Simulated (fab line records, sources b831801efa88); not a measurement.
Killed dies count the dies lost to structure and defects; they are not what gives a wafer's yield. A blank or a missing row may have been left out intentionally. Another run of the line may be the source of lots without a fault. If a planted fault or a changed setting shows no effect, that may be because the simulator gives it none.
Matching of chambers | flow sky130 | rieDiel-01 running SKY_FIELD_ISO_ETCH_15: 4 sister chambers
The step etches the open film in CHF3/O2, stops on Si, target depth 180 nm, time 72 s. 8 wafers are shown with their chamber, then 11 later ones without.

EACH WAFER AND ITS CHAMBER
wafer  | chamber | drypumpMotorCurrentA (A) | oesProductAu (a.u.)
L085.3 | 2       | 5.8                      | 0.942
L085.6 | 3       | 5.4                      | 0.939
L086.2 | 2       | 5.8                      | 0.944
L086.3 | 1       | 4.8                      | 0.949
L090.4 | 3       | 5.5                      | 0.935
L090.5 | 0       | 5.6                      | 0.935
L090.6 | 1       | 4.7                      | 0.939
L091.1 | 0       | 5.6                      | 0.947

WAFERS WITH NO CHAMBER GIVEN
wafer  | drypumpMotorCurrentA (A) | oesProductAu (a.u.)
L091.4 | 5.8                      | 0.938
L091.5 | 5.6                      | 0.950
L092.1 | 5.5                      | 0.944
L092.5 | 5.8                      | 0.946
L092.6 | 5.5                      | 0.941
L096.3 | 5.5                      | 0.957
L096.4 | 5.6                      | 0.940
L096.5 | 5.5                      | 0.952
L097.1 | 4.7                      | 0.947
L097.3 | 5.6                      | 0.950
L097.4 | 5.5                      | 0.946

WHICH CHAMBER EACH WENT THROUGH
wafer  | from the rows above     | in truth
L091.4 | 2                       | 2
L091.5 | 0                       | 0
L092.1 | can't be placed: 3 or 0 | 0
L092.5 | 2                       | 2
L092.6 | can't be placed: 3 or 0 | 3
L096.3 | can't be placed: 0 or 3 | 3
L096.4 | 0                       | 0
L096.5 | can't be placed: 0 or 3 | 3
L097.1 | 1                       | 1
L097.3 | 0                       | 0
L097.4 | can't be placed: 3 or 0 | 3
Correct placement for 6 of the 11. From these rows, 5 cannot be placed; in 5 the true chamber is one of the candidates. Placed wrongly: 0.
How it was worked out, from the rows above alone: a wafer's distance from a chamber is the root of the sum, over the readings, of the square of ((its reading less the chamber's mean) divided by the reading's scatter). If the next closest chamber is less than 2 further off than the closest, the wafer can't be placed; otherwise it belongs to the closest. Each chamber's mean is taken over the wafers shown for it. The scatter is the square root of a quotient: the sum, over the shown wafers, of each reading's squared deviation from its chamber's mean, divided by wafers minus chambers.
